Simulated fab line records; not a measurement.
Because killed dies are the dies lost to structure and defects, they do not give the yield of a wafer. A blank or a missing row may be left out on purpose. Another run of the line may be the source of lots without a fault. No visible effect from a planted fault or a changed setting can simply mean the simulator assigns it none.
2 desks, one fault || flow sky130 || only its own numbers are on each desk; what lay behind them is given at the end

THE METROLOGY DESK
What the gauges read, lot by lot, whatever tool the lot ran on: means of the sampled wafers that have a number. A lot is out of limits, marked OUT, if its mean lies more than 4 standard deviations from the usual mean; the brackets give that distance.
Columns: A = POLY_GATE_TW at SKY_RES_PROTECT_TW_MEAS_08, usual 4089
{"lot": "L532", "first seen here": "day 15 19:34", "A": 4114}
{"lot": "L534", "first seen here": "day 16 13:22", "A": 4082}
{"lot": "L535", "first seen here": "day 16 19:48", "A": 4134}
{"lot": "L538", "first seen here": "day 18 04:02", "A": 4089}
{"lot": "L539", "first seen here": "day 18 09:27", "A": 4142}
{"lot": "L542", "first seen here": "day 19 08:28", "A": 4022}
{"lot": "L544", "first seen here": "day 20 08:35", "A": 4010}
{"lot": "L545", "first seen here": "day 21 00:20", "A": 4086}
{"lot": "L546", "first seen here": "day 21 02:03", "A": 4139}
{"lot": "L549", "first seen here": "day 22 02:04", "A": 4023}
{"lot": "L550", "first seen here": "day 23 07:37", "A": 4077}
{"lot": "L553", "first seen here": "day 24 00:11", "A": 4112}
{"lot": "L551", "first seen here": "day 24 00:29", "A": 4124}
{"lot": "L552", "first seen here": "day 24 01:13", "A": 4087}
This desk's finding: nothing out of limits on any of the 14 lots.

AT THE TOOL OWNER'S DESK: iline_stepper-02
The tool's own readings at SKY_LDD_HVN_EXPOSE_04 (exposes mask HVNTM, target cd 700 nm): means of the sampled wafers that have a number, for each lot that ran on this tool. A lot is out of limits, marked OUT, if its mean lies more than 4 standard deviations from the usual mean; the brackets give that distance.
Columns: A = exposure_dose_mJ_cm2 at SKY_LDD_HVN_EXPOSE_04, usual 126.97; B = focus_offset_nm at SKY_LDD_HVN_EXPOSE_04, usual 0.0 nm; C = reticle_temp_C at SKY_LDD_HVN_EXPOSE_04, usual 23.00 C; D = stage_vel_mm_s at SKY_LDD_HVN_EXPOSE_04, usual 499.96 mm/s
{"lot": "L534", "first seen here": "day 21 02:45", "A": 127.11, "B": 1.2, "C": 22.97, "D": 499.65}
{"lot": "L535", "first seen here": "day 21 13:44", "A": 126.89, "B": -0.5, "C": 23.03, "D": 499.81}
{"lot": "L539", "first seen here": "day 23 02:25", "A": 126.89, "B": 0.4, "C": 23.02, "D": 499.71}
{"lot": "L542", "first seen here": "day 24 00:27", "A": 127.15, "B": -0.5, "C": 22.93, "D": 500.23}
{"lot": "L550", "first seen here": "day 27 19:22", "A": 126.99, "B": -0.4, "C": 23.07, "D": 499.91}
{"lot": "L553", "first seen here": "day 28 11:22", "A": 126.64, "B": 0.6, "C": 23.00, "D": 500.01}
{"lot": "L551", "first seen here": "day 28 13:34", "A": 126.89, "B": -0.4, "C": 22.96, "D": 499.73}
This desk's finding: nothing out of limits on any of the 7 lots.

PUT TOGETHER
Nothing out of limits was seen by the metrology desk.
Nothing out of limits was seen by the tool owner's desk.

WHAT HAD BEEN PUT IN BY THE SIMULATOR
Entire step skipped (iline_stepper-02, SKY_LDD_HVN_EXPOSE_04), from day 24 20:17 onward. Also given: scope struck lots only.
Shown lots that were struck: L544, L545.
